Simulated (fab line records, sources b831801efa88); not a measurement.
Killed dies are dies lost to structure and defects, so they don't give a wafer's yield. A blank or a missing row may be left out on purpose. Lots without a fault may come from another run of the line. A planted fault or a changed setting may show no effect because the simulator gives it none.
fab line records | flow sky130
record lots=6 wafers=16 last_day=51
route steps=708 shown VIA1@473 METAL2@483 PAD_OPEN@708
lots that met no fault: from a run of the same line without faults
start_h: hours from the record's first day to the start of the lot's first wafer shown | wait_h: hours since the lot's step before | " the same as in the row above | L1.1+2: a row that stands for several wafers | - no value, or no start given | * or withheld: withheld | < > ~ a bound
route shown NAME@n: a module of which the file shows steps, and the number in the route of the first | usual: mean/standard deviation of fault-free wafers | same: alike in all rows | chamber/n: place in a boat | sites: the reading at each site | _std_site: their standard deviation | _edge_site: outer sites' mean less inner sites' | radius_mm: how far each site lies from the wafer's centre | mask NAME#n: copy n | behind: the tool/chamber that last shaped the wafer | hold: why the lot was held/for how many hours/how that ended | device: the transistor (n, p or np) that didn't switch | end of line: the same wafers' tests at the end of the route | a step without rows: its recipe alone | killed: dies lost to structure and defects at the first sort, not the wafer's yield | map: a wafer's dies, x killed, . not, _ none there
set.NAME: the setting as run; set.NAME@STEP: as run at that earlier step | model.NAME: the simulator's own value behind a step, which no gauge read
lots at some steps of the route; a table a step, a row a wafer
services: from which hour (start_h, from the record's first day; less than 0 if before it) a tool's chamber was out of use, for how many hours, and why
## steps
# step SKY_VIA1_ETCH_15
# recipe target=SiO2 chemistry=C4F8/O2/Ar target_depth_nm=351 stop_on=TiN mask_material=KrF-thick source_w=1500 bias_w=1200 pressure_mtorr=40 c4f8_flow_sccm=withheld O2_flow_sccm=6 Ar_flow_sccm=300 time_s=54
# step SKY_VIA1_STRIP_16
# recipe chemistry=O2/N2 power_w=1400 pressure_mtorr=1500 platen_temp_c=withheld o2_flow_sccm=3000 n2_flow_sccm=300 overash_fraction=0.5
# step SKY_VIA1_STRIP_17
# recipe chemistry=post_etch_residue_remover time_s=1200 temp_c=72.5
# step SKY_VIA1_CLEAN_18
# recipe chemistry=IPA time_s=180 temp_c=25
# step SKY_VIA1_CLEAN_19
# recipe chemistry=O3/DIW dry=n2_spin
# step SKY_VIA1_SPUTTER_20
# recipe material=TiN target_thk_nm=20 chamber_pressure_pa=5 power_w=4000 time_s=80
# usual throttle_valve_pct=29.7/1.6
# columns lot.wafer tool chamber start_h wait_h throttle_valve_pct
L260.2 pvd_sputter-02 - 831.80 0.0 29.0
L260.3 " - " " 29.3
L260.4 " - " " 32.9
L268.1 pvd_sputter-03 - 892.95 0.0 31.6
L268.2 " - " " 29.4
L268.6 " - " " 31.5
L272.3 pvd_sputter-02 - 921.47 0.0 29.1
L272.6 " - " " 28.8
L274.4 pvd_sputter-03 - 933.93 0.0 29.6
L274.6 " - " " 29.5
L280.1 pvd_sputter-02 - 969.71 0.0 29.1
L280.2 " - " " 28.7
L280.3 " - " " 32.7
L281.2 pvd_sputter-03 - 978.82 0.0 29.6
L281.4 " - " " 31.7
L281.6 " - " " 28.2
# step SKY_VIA1_CVD_21
# recipe material=W target_thk_nm=270 time_s=80.902 temp_c=400 pressure_torr=40
# step SKY_VIA1_RS_MEAS_22
# recipe thk_meas_gauge=four-point-probe reads=W_of_VIA1_CVD_21+TiN_of_VIA1_SPUTTER_20
# usual VIA1_W_RS=0.428/0.0045
# columns lot.wafer tool chamber start_h wait_h VIA1_W_RS[ohm/sq]
L260.2 film_metro-01 - 831.98 0.1 0.429
L260.3 " - " " 0.430
L260.4 " - " " 0.431
L268.1 film_metro-01 - 893.11 0.1 0.430
L268.2 " - " " 0.424
L268.6 " - " " 0.426
L272.3 film_metro-03 - 921.67 0.1 0.428
L272.6 " - " " 0.427
L274.4 film_metro-03 - 934.14 0.1 0.428
L274.6 " - " " 0.428
L280.1 film_metro-02 - 969.86 0.1 0.431
L280.2 " - " " 0.427
L280.3 " - " " 0.434
L281.2 film_metro-02 - 978.99 0.1 0.421
L281.4 " - " " 0.419
L281.6 " - " " 0.420
# step SKY_VIA1_THK_MEAS_23
# recipe thk_meas_gauge=xrf reads=W_of_VIA1_CVD_21
# usual VIA1_W_THK=281/3.6
# columns lot.wafer tool chamber start_h wait_h VIA1_W_THK[nm]
L260.2 film_metro-01 - 832.09 0.1 277
L260.3 " - " " 277
L260.4 " - " " 279
L268.1 film_metro-01 - 893.23 0.1 278
L268.2 " - " " 281
L268.6 " - " " 281
L272.3 film_metro-03 - 921.77 0.1 281
L272.6 " - " " 282
L274.4 film_metro-03 - 934.23 0.1 281
L274.6 " - " " 282
L280.1 film_metro-02 - 969.98 0.1 280
L280.2 " - " " 282
L280.3 " - " " 276
L281.2 film_metro-02 - 979.10 0.1 287
L281.4 " - " " 287
L281.6 " - " " 288
# step SKY_VIA1_CMP_24
# recipe stop_on=SiO2 t_overpolish_s=15 down_force_psi=3.5 platen_rpm=60 target_thk_nm=0 pad_velocity_m_s=0.94248
# step SKY_METAL2_SPUTTER_00
# recipe material=Ti target_thk_nm=15 power_w=3000 time_s=10 chamber_pressure_pa=0.4
# step SKY_METAL2_SPUTTER_01
# recipe material=TiN target_thk_nm=20 power_w=6500 time_s=16.7 chamber_pressure_pa=0.4
# usual throttle_valve_pct=29.9/1.7
# columns lot.wafer tool chamber start_h wait_h throttle_valve_pct
L260.2 pvd_sputter-04 - 832.46 0.0 31.4
L260.3 " - " " 30.4
L260.4 " - " " 28.6
L268.1 pvd_sputter-02 - 893.61 0.0 28.9
L268.2 " - " " 27.2
L268.6 " - " " 28.8
L272.3 pvd_sputter-04 - 922.13 0.0 30.6
L272.6 " - " " 31.6
L274.4 pvd_sputter-04 - 934.59 0.0 28.8
L274.6 " - " " 31.3
L280.1 pvd_sputter-01 - 970.36 0.0 30.1
L280.2 " - " " 30.8
L280.3 " - " " 28.2
L281.2 pvd_sputter-01 - 979.47 0.0 30.5
L281.4 " - " " 30.8
L281.6 " - " " 30.3
# step SKY_METAL2_SPUTTER_02
# recipe material=AlCu target_thk_nm=250 power_w=10600 time_s=13.3 chamber_pressure_pa=0.4
# usual throttle_valve_pct=29.9/1.7
# columns lot.wafer tool chamber start_h wait_h throttle_valve_pct model.AlCu_of_METAL2_SPUTTER_02.thk_nm
L260.2 pvd_sputter-04 - 832.49 0.0 31.4 248.7
L260.3 " - " " 30.6 248.6
L260.4 " - " " 28.8 246.3
L268.1 pvd_sputter-02 - 893.63 0.0 28.8 246.8
L268.2 " - " " 27.1 248.7
L268.6 " - " " 28.7 248.5
L272.3 pvd_sputter-04 - 922.15 0.0 30.5 208.8
L272.6 " - " " 31.5 211.3
L274.4 pvd_sputter-04 - 934.61 0.0 28.7 248.9
L274.6 " - " " 31.6 209
L280.1 pvd_sputter-01 - 970.39 0.0 30.2 248.8
L280.2 " - " " 30.7 247.1
L280.3 " - " " 28.2 246.5
L281.2 pvd_sputter-01 - 979.50 0.0 30.4 244.9
L281.4 " - " " 30.6 248.3
L281.6 " - " " 30.2 248.6
# step SKY_METAL2_SPUTTER_03
# recipe material=Ti target_thk_nm=5 power_w=3000 time_s=3.3 chamber_pressure_pa=0.4
# usual throttle_valve_pct=29.9/1.7
# columns lot.wafer tool chamber start_h wait_h throttle_valve_pct
L260.2 pvd_sputter-04 - 832.51 0.0 31.6
L260.3 " - " " 30.5
L260.4 " - " " 28.8
L268.1 pvd_sputter-02 - 893.66 0.0 29.2
L268.2 " - " " 27.1
L268.6 " - " " 28.9
L272.3 pvd_sputter-04 - 922.18 0.0 30.3
L272.6 " - " " 31.4
L274.4 pvd_sputter-04 - 934.64 0.0 28.7
L274.6 " - " " 31.5
L280.1 pvd_sputter-01 - 970.41 0.0 30.3
L280.2 " - " " 30.7
L280.3 " - " " 28.2
L281.2 pvd_sputter-01 - 979.52 0.0 29.9
L281.4 " - " " 30.7
L281.6 " - " " 30.3
# step SKY_METAL2_SPUTTER_04
# recipe material=TiN target_thk_nm=70 power_w=6500 time_s=58.3 chamber_pressure_pa=0.4
# step SKY_METAL2_RS_MEAS_05
# recipe thk_meas_gauge=four-point-probe reads=TiN_of_METAL2_SPUTTER_04+Ti_of_METAL2_SPUTTER_03+AlCu_of_METAL2_SPUTTER_02+TiN_of_METAL2_SPUTTER_01+Ti_of_METAL2_SPUTTER_00
# usual METAL2_ALCU_RS=0.1272/0.0012
# columns lot.wafer tool chamber start_h wait_h METAL2_ALCU_RS[ohm/sq]
L260.2 film_metro-01 - 832.60 0.0 0.1277
L260.3 " - " " 0.1277
L260.4 " - " " 0.1288
L268.1 film_metro-04 - 893.73 0.0 0.1285
L268.2 " - " " 0.1272
L268.6 " - " " 0.1274
L272.3 film_metro-03 - 922.28 0.1 0.1530
L272.6 " - " " 0.1511
L274.4 film_metro-01 - 934.76 0.1 0.1274
L274.6 " - " " 0.1527
L280.1 film_metro-01 - 970.48 0.0 0.1273
L280.2 " - " " 0.1284
L280.3 " - " " 0.1285
L281.2 film_metro-04 - 979.61 0.0 0.1293
L281.4 " - " " 0.1275
L281.6 " - " " 0.1275
# step SKY_METAL2_THK_MEAS_06
# recipe thk_meas_gauge=xrf reads=AlCu_of_METAL2_SPUTTER_02
# usual METAL2_ALCU_THK=249.4/2.8
# columns lot.wafer tool chamber start_h wait_h METAL2_ALCU_THK[nm]
L260.2 film_metro-01 - 832.71 0.1 249.8
L260.3 " - " " 250.2
L260.4 " - " " 243.2
L268.1 film_metro-04 - 893.85 0.1 247.1
L268.2 " - " " 248.9
L268.6 " - " " 249.9
L272.3 film_metro-03 - 922.38 0.1 207.4
L272.6 " - " " 211.8
L274.4 film_metro-01 - 934.85 0.1 249.6
L274.6 " - " " 211.8
L280.1 film_metro-01 - 970.60 0.1 251.5
L280.2 " - " " 248.9
L280.3 " - " " 247.8
L281.2 film_metro-04 - 979.72 0.1 244.6
L281.4 " - " " 247.5
L281.6 " - " " 248.0
# step SKY_METAL2_DEHYDRATE_07
# recipe temp_c=200 time_s=60
# step SKY_METAL2_HMDS_08
# recipe prime_time_s=60 prime_temp_c=120
# step SKY_METAL2_COAT_09
# recipe resist=BARC temp_c=withheld time_s=withheld spin_rpm=3000 resist_thk_nm=60
# step SKY_METAL2_COAT_10
# recipe resist=KrF-thick spin_rpm=3000 resist_thk_nm=450
# step SKY_METAL2_SOFTBAKE_11
# recipe temp_c=100 time_s=90 resist=KrF-thick
# step SKY_METAL2_EXPOSE_12
# recipe mask_id=MM2 na=0.8 source_shape=annular sigma_inner=0.55 sigma_outer=0.85 target_cd_nm=140 dose_mj=28
# step SKY_METAL2_PEB_13
# recipe peb_temp_c=withheld peb_time_s=withheld resist=KrF-thick
# step SKY_METAL2_DEVELOP_14
# recipe develop_time_s=60 resist=KrF-thick dev_temp_c=21
# step SKY_METAL2_CD_MEAS_15
# recipe target_cd_nm=140
# usual cd_nm=139.7/1.6
# columns lot.wafer tool chamber start_h wait_h cd_nm
L260.2 cd_sem-01 - 858.86 - 138.1
L260.3 " - " " 138.7
L260.4 " - " " 136.4
L268.1 cd_sem-02 - 919.16 - 138.7
L268.2 " - " " 138.8
L268.6 " - " " 138.4
L272.3 cd_sem-02 - 947.75 - 141.6
L272.6 " - " " 140.8
L274.4 cd_sem-01 - 959.70 - 140.9
L274.6 " - " " 141.7
L280.1 cd_sem-01 - 994.84 - 139.3
L280.2 " - " " 140.2
L280.3 " - " " 138.9
L281.2 cd_sem-01 - 1003.26 - 140.6
L281.4 " - " " 139.4
L281.6 " - " " 138.7
# step SKY_METAL2_OVL_MEAS_16
# usual METAL2_OVL=2/5.6
# columns lot.wafer tool chamber start_h wait_h METAL2_OVL[nm]
L260.2 overlay-02 - 858.97 0.1 -1
L260.3 " - " " 3
L260.4 " - " " 1
L268.1 overlay-01 - 919.28 0.1 8
L268.2 " - " " 13
L268.6 " - " " 0
L272.3 overlay-01 - 947.84 0.1 1
L272.6 " - " " 5
L274.4 overlay-01 - 959.78 0.1 6
L274.6 " - " " 10
L280.1 overlay-01 - 994.96 0.1 14
L280.2 " - " " 3
L280.3 " - " " 8
L281.2 overlay-01 - 1003.37 0.1 9
L281.4 " - " " 8
L281.6 " - " " 2
# step SKY_METAL2_DESCUM_17
# recipe chemistry=O2 source_power_w=150 bias_power_w=0 pressure_mtorr=10 temp_c=40 time_s=8
# usual drypump_motor_current_A=5.81/0.24 oes_product_au=1.002/0.0072
# columns lot.wafer tool chamber start_h wait_h drypump_motor_current_A oes_product_au rf_hours_counter_h
L260.2 rie_metal-04 0 859.01 0.0 5.72 0.999 -
L260.3 " 0 " " 5.73 1.007 -
L260.4 " 0 " " 5.72 0.999 -
L268.1 rie_metal-03 1 919.32 0.0 5.64 1.003 13
L268.2 " 0 " " 6.21 1.002 3
L268.6 " 0 " " 6.21 1.000 -
L272.3 rie_metal-03 0 947.88 0.0 6.18 1.004 -
L272.6 " 0 " " 6.21 0.998 -
L274.4 rie_metal-04 0 959.81 0.0 5.75 1.008 -
L274.6 " 0 " " 5.74 1.010 -
L280.1 rie_metal-04 0 995.00 0.0 5.75 1.003 13
L280.2 " 1 " " 5.56 1.008 6
L280.3 " 1 " " 5.58 1.007 -
L281.2 rie_metal-03 0 1003.40 0.0 6.25 0.996 7
L281.4 " 1 " " 5.60 1.005 -
L281.6 " 1 " " 5.62 1.009 -
# step SKY_METAL2_ETCH_18
# recipe chemistry=N2/H2 target=BARC ion_energy_ev=200 bias_w=100 pressure_mtorr=30 n2_flow_sccm=100 h2_flow_sccm=200 icp_w=500 stop_on=SiO2 time_s=45.9 target_depth_a=600
# step SKY_METAL2_METAL_ETCH_19
# recipe target_depth_a=3600 stop_on=SiO2 over_etch_frac=0.3 time_s=78 chemistry=Cl2/BCl3 resist_sidewall_deg=88 pressure_mtorr=10 icp_w=900 bias_w=48.5 Cl2_flow_sccm=60 bcl3_flow_sccm=30
# usual drypump_motor_current_A=5.81/0.24 oes_product_au=0.854/0.0055 throttle_valve_pct=22.264/0.0091
# columns lot.wafer tool chamber start_h wait_h drypump_motor_current_A oes_product_au rf_hours_counter_h throttle_valve_pct
L260.2 rie_metal-04 0 859.22 0.1 5.73 0.855 - 22.271
L260.3 " 0 " " 5.73 0.854 - 22.267
L260.4 " 0 " " 5.75 0.845 - 22.244
L268.1 rie_metal-03 1 919.41 0.0 5.65 0.843 13 22.272
L268.2 " 0 " " 6.20 0.859 3 22.253
L268.6 " 0 " " 6.21 0.855 - 22.272
L272.3 rie_metal-03 0 947.99 0.1 6.22 0.816 - 22.254
L272.6 " 0 " " 6.23 0.830 - 22.256
L274.4 rie_metal-04 0 959.92 0.1 5.72 0.847 - 22.279
L274.6 " 0 " " 5.72 0.835 - 22.278
L280.1 rie_metal-04 0 995.09 0.0 5.75 0.859 13 22.275
L280.2 " 1 " " 5.58 0.851 6 22.269
L280.3 " 1 " " 5.57 0.849 - 22.269
L281.2 rie_metal-03 0 1003.49 0.0 6.21 0.839 8 22.254
L281.4 " 1 " " 5.64 0.857 - 22.253
L281.6 " 1 " " 5.65 0.859 - 22.260
# step SKY_METAL2_STRIP_20
# recipe chemistry=O2/N2 power_w=1400 pressure_mtorr=1500 platen_temp_c=withheld o2_flow_sccm=3000 n2_flow_sccm=300 overash_fraction=0.5
# usual drypump_motor_current_A=5.8/0.4 oes_product_au=0.342/0.0041 strip_time_to_endpoint_s=2.682/0.029
# columns lot.wafer tool chamber start_h wait_h drypump_motor_current_A oes_product_au rf_hours_counter_h strip_time_to_endpoint_s
L260.2 plasma_asher-02 1 859.37 0.1 6.1 0.344 75 2.692
L260.3 " 0 " " 6.0 0.343 - 2.716
L260.4 " 1 " " 6.2 0.343 - 2.682
L268.1 plasma_asher-01 0 919.50 0.1 6.0 0.346 17 2.665
L268.2 " 1 " " 5.1 0.335 17 2.666
L268.6 " 1 " " 5.2 0.337 - 2.699
L272.3 plasma_asher-04 0 948.09 0.1 5.2 0.336 - 2.666
L272.6 " 1 " " 6.1 0.341 - 2.661
L274.4 plasma_asher-02 0 960.01 0.1 5.9 0.347 - 2.697
L274.6 " 0 " " 6.0 0.343 - 2.708
L280.1 plasma_asher-02 0 995.18 0.1 5.9 0.343 88 2.665
L280.2 " 1 " " 6.1 0.343 88 2.692
L280.3 " 1 " " 6.1 0.336 - 2.681
L281.2 plasma_asher-01 1 1003.58 0.1 5.1 0.338 26 2.713
L281.4 " 1 " " 5.1 0.343 - 2.684
L281.6 " 1 " " 5.1 0.349 - 2.688
# step SKY_PAD_OPEN_PROBE_99
# usual defect_limited_yield=82.3/1.8 killed_at_M0_to_M3=43/6.9 killed_at_M4_up=3.2/1.6 killed_at_contacts=25/5.1 killed_at_front_end=16/4.5 killed_at_other=0.3/0.68 killed_dies=87/8.9 killed_open=48/6.9 killed_short=39/6.3 sort_bin_3_pad_short=0.8/0.4 sort_bin_5_function=10.5/1.4 sort_bin_6_memory=6.4/1.1 sort_n_pass=405/8.9 sort_yield_pct=82.3/1.8
# same gross_dies=492 killed_at_back_side=0 sort_bin_4_leakage[%]=0 sort_bin_8_speed[%]=0
# columns lot.wafer tool chamber start_h wait_h defect_limited_yield[%] killed_at_M0_to_M3 killed_at_M4_up killed_at_contacts killed_at_front_end killed_at_other killed_dies killed_open killed_short sort_bin_3_pad_short[%] sort_bin_5_function[%] sort_bin_6_memory[%] sort_n_pass sort_yield_pct[%]
L260.2 prober-01 - 1114.80 0.1 83.5 37 3 27 14 0 81 51 30 0.6 9.3 6.5 411 83.5
L260.3 prober-01 - 1114.85 0.2 83.3 43 1 27 11 0 82 43 38 1.2 9.3 6.1 410 83.3
L260.4 prober-01 - 1114.90 0.2 79.7 45 3 29 23 0 100 59 41 0.8 11.8 7.7 392 79.7
L268.1 prober-02 - 1159.14 0.1 84.6 40 1 18 17 0 76 53 23 0.6 9.8 5.1 416 84.6
L268.2 prober-02 - 1159.19 0.1 83.1 43 4 23 13 0 83 45 38 1.2 8.5 7.1 409 83.1
L268.6 prober-02 - 1159.39 0.2 81.5 44 1 33 13 0 91 52 37 0.8 11.6 6.1 401 81.5
L272.3 prober-02 - 1179.79 0.2 80.7 42 4 28 21 0 95 57 37 0.8 12.2 6.3 397 80.7
L272.6 prober-02 - 1179.94 0.2 82.1 40 6 23 19 0 88 43 45 0.6 12.2 5.1 404 82.1
L274.4 prober-02 - 1190.93 0.2 82.1 41 2 29 16 0 88 55 33 1.0 8.7 8.1 404 82.1
L274.6 prober-02 - 1191.03 0.2 81.9 48 4 25 12 0 89 43 46 1.0 11.8 5.3 403 81.9
# killed by level:class
L260.2 CONTACT:geometric_particle:open=14 VIA1:geometric_particle:open=13 LI_CONTACT:geometric_particle:open=6 FIELD_ISO:geometric_particle:short=5 VIA2:geometric_particle:open=5 VIA1:geometric_particle:short=4 FIELD_ISO:geometric_particle:open=3 POLY_GATE:geometric_particle:short=3
L260.3 CONTACT:geometric_particle:open=10 VIA1:geometric_particle:open=8 METAL1:geometric_particle:short=7 LI_CONTACT:geometric_particle:open=6 LOCAL_INTERCONNECT:geometric_particle:short=6 VIA2:geometric_particle:open=6 VIA3:geometric_particle:open=5 METAL3:geometric_particle:short=5
L260.4 CONTACT:geometric_particle:open=13 VIA2:geometric_particle:open=9 VIA1:geometric_particle:open=8 FIELD_ISO:geometric_particle:open=6 METAL1:geometric_particle:short=6 VIA3:geometric_particle:open=6 FIELD_ISO:geometric_particle:short=5 LI_CONTACT:geometric_particle:open=5
L268.1 CONTACT:geometric_particle:open=11 VIA1:geometric_particle:open=9 VIA2:geometric_particle:open=9 VIA1:geometric_particle:short=6 FIELD_ISO:geometric_particle:open=5 METAL2:geometric_particle:short=5 FIELD_ISO:geometric_particle:short=4 LI_CONTACT:geometric_particle:open=4
L268.2 VIA1:geometric_particle:open=13 CONTACT:geometric_particle:open=8 LI_CONTACT:geometric_particle:open=6 LOCAL_INTERCONNECT:geometric_particle:short=5 VIA2:geometric_particle:open=5 VIA3:geometric_particle:short=4 VIA1:geometric_particle:short=4 METAL2:geometric_particle:short=4
L268.6 LI_CONTACT:geometric_particle:open=11 CONTACT:geometric_particle:open=9 VIA1:geometric_particle:open=8 CONTACT:geometric_particle:short=7 VIA1:geometric_particle:short=7 METAL1:geometric_particle:short=5 VIA2:geometric_particle:open=5 METAL2:geometric_particle:open=4
L272.3 VIA1:geometric_particle:open=11 CONTACT:geometric_particle:open=10 LI_CONTACT:geometric_particle:open=9 VIA2:geometric_particle:open=9 POLY_GATE:geometric_particle:open=7 VIA3:geometric_particle:open=5 FIELD_ISO:geometric_particle:open=4 CONTACT:geometric_particle:short=4
L272.6 VIA1:geometric_particle:open=11 METAL2:geometric_particle:short=8 CONTACT:geometric_particle:open=7 LI_CONTACT:geometric_particle:open=6 FIELD_ISO:geometric_particle:short=5 FIELD_ISO:geometric_particle:open=4 POLY_GATE:geometric_particle:short=4 LI_CONTACT:geometric_particle:short=4
L274.4 CONTACT:geometric_particle:open=12 LI_CONTACT:geometric_particle:open=10 VIA3:geometric_particle:open=9 VIA1:geometric_particle:open=7 VIA2:geometric_particle:open=7 FIELD_ISO:geometric_particle:short=6 FIELD_ISO:geometric_particle:open=5 LOCAL_INTERCONNECT:geometric_particle:short=5
L274.6 VIA2:geometric_particle:open=7 LI_CONTACT:geometric_particle:open=7 VIA3:geometric_particle:open=7 VIA1:geometric_particle:short=6 VIA1:geometric_particle:open=6 CONTACT:geometric_particle:short=5 LOCAL_INTERCONNECT:geometric_particle:short=5 METAL2:geometric_particle:short=5
## services
# columns tool chamber start_h hours kind
rie_metal-04 0 830.66 21.1 repair
plasma_asher-02 - 837.47 0.3 repair
rie_metal-04 1 851.80 - clean
rie_metal-04 1 851.80 25.8 scheduled_down
rie_metal-04 1 851.80 25.8 vent_cycle
plasma_asher-02 - 862.05 0.6 repair
pvd_sputter-04 - 867.48 2.8 repair
plasma_asher-02 - 867.50 2.8 pm
plasma_asher-01 - 881.08 1.8 repair
plasma_asher-01 - 940.85 2.7 repair
plasma_asher-02 - 949.75 1.8 repair
pvd_sputter-04 - 975.56 4.8 repair
rie_metal-04 0 985.94 1.2 repair
pvd_sputter-02 - 995.26 0.9 repair
## key
first_sign step=SKY_METAL2_RS_MEAS_05 reading=METAL2_ALCU_RS direction=up sigmas=20 usual=0.1272 struck=0.1523
effect step=SKY_METAL2_THK_MEAS_06 reading=METAL2_ALCU_THK direction=down sigmas=14 usual=249.4 struck=210.3
effect step=SKY_METAL2_METAL_ETCH_19 reading=oes_product_au direction=down sigmas=4.9 usual=0.854 struck=0.827
model_effect step=SKY_METAL2_SPUTTER_02 value=AlCu_of_METAL2_SPUTTER_02.thk_nm without=250.2 struck=209.7
met_at SKY_METAL2_SPUTTER_02
struck_wafers L272.3,L272.6,L274.6
onset_between 832.49 922.15
fault kind=process_parameter_drift tool=pvd_sputter-04 chamber=- onset_h=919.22 steps=SKY_METAL2_SPUTTER_02 channel=time_s offset=* shape=step end_h=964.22 scope=struck_wafers_only acts_in=* stated=*
